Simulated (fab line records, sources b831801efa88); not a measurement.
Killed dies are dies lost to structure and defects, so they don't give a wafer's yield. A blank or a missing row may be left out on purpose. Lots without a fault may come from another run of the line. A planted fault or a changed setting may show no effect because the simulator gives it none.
One fault seen from 2 desks | flow gf180mcu | each desk has only its own numbers; what lay behind them comes last

THE TOOL OWNER'S DESK: implanter-04
The tool's own readings at GF_HV_LDD_IMPLANT_36: means of the sampled wafers that have a number, for each lot that ran on this tool. A lot is out of limits, marked OUT, if its mean lies more than 4 standard deviations from the usual mean; the brackets give that distance.
Columns: A = dose_ions_cm2 at GF_HV_LDD_IMPLANT_36, usual 7.499e+12; B = faraday_current_uA at GF_HV_LDD_IMPLANT_36, usual 42.2
lot  | first seen here | A                           | B
L506 | day 13 15:47    | 7.492e+12                   | 42.1
L508 | day 14 04:02    | 7.500e+12                   | 42.3
L519 | day 17 16:20    | 3.263e+12 (-99 or more) OUT | 18.5 (-32) OUT
L520 | day 17 23:56    | 3.254e+12 (-99 or more) OUT | 18.4 (-33) OUT
This desk's finding: out of limits on L519, L520; first on L519, day 17 16:20 (dose_ions_cm2 at GF_HV_LDD_IMPLANT_36). In limits: L506, L508.

THE METROLOGY DESK
What the gauges read, lot by lot, whatever tool the lot ran on: means of the sampled wafers that have a number. A lot is out of limits, marked OUT, if its mean lies more than 4 standard deviations from the usual mean; the brackets give that distance.
Columns: A = HV_LDD_OVL at GF_HV_LDD_OVL_MEAS_08, usual -0.1 nm; B = HV_LDD_2_TW at GF_HV_LDD_TW_MEAS_23, usual 1056; C = HV_LDD_3_TW at GF_HV_LDD_TW_MEAS_38, usual 1434; D = HV_LDD_RS at GF_HV_LDD_RS_MEAS_53, usual 418.1 ohm/sq
lot  | first seen here | A    | B    | C               | D
L501 | day 10 05:11    | -1.6 | 1049 | 1434            | 418.7
L502 | day 10 21:11    | 2.9  | 1055 | 1432            | 417.3
L503 | day 11 02:52    | 1.2  | 1060 | 1436            | 418.1
L506 | day 11 23:46    | -0.2 | 1062 | 1415            | 418.5
L505 | day 11 23:55    | 2.8  | 1060 | 1414            | 418.3
L508 | day 12 11:08    | 1.3  | 1061 | 1436            | 418.2
L510 | day 13 05:59    | -0.9 | 1055 | 1435            | 418.0
L516 | day 14 15:22    | 1.1  | 1051 | 1438            | 417.8
L518 | day 15 08:56    | 1.0  | 1062 | 1425            | 417.7
L519 | day 15 20:20    | -1.7 | 1047 | 1369 (-7.3) OUT | 430.8 (+17) OUT
L520 | day 16 02:31    | -0.7 | 1061 | 1371 (-7.2) OUT | 429.8 (+15) OUT
L522 | day 16 20:22    | -1.6 | 1052 | 1438            | 419.1
This desk's finding: out of limits on L519, L520; first on L519, day 17 16:34 (HV_LDD_3_TW at GF_HV_LDD_TW_MEAS_38). In limits: L501, L502, L503, L506, L505, L508, L510, L516, L518, L522.

PUT TOGETHER
The tool owner's desk could have raised an alarm at day 17 16:20, on L519, L520.
The metrology desk could have raised an alarm at day 17 16:34, on L519, L520.
Of the lots named, all ran GF_HV_LDD_IMPLANT_36 on implanter-04.

WHAT THE SIMULATOR HAD PUT IN
Process parameter drift: implanter-04, from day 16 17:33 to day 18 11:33, at GF_HV_LDD_IMPLANT_36. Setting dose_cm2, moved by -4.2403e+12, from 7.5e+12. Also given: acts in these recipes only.
Lots struck among those shown: L519, L520.
Hours from the fault's start to each desk's first reading out of limits: the tool owner's desk, 23; the metrology desk, 23.
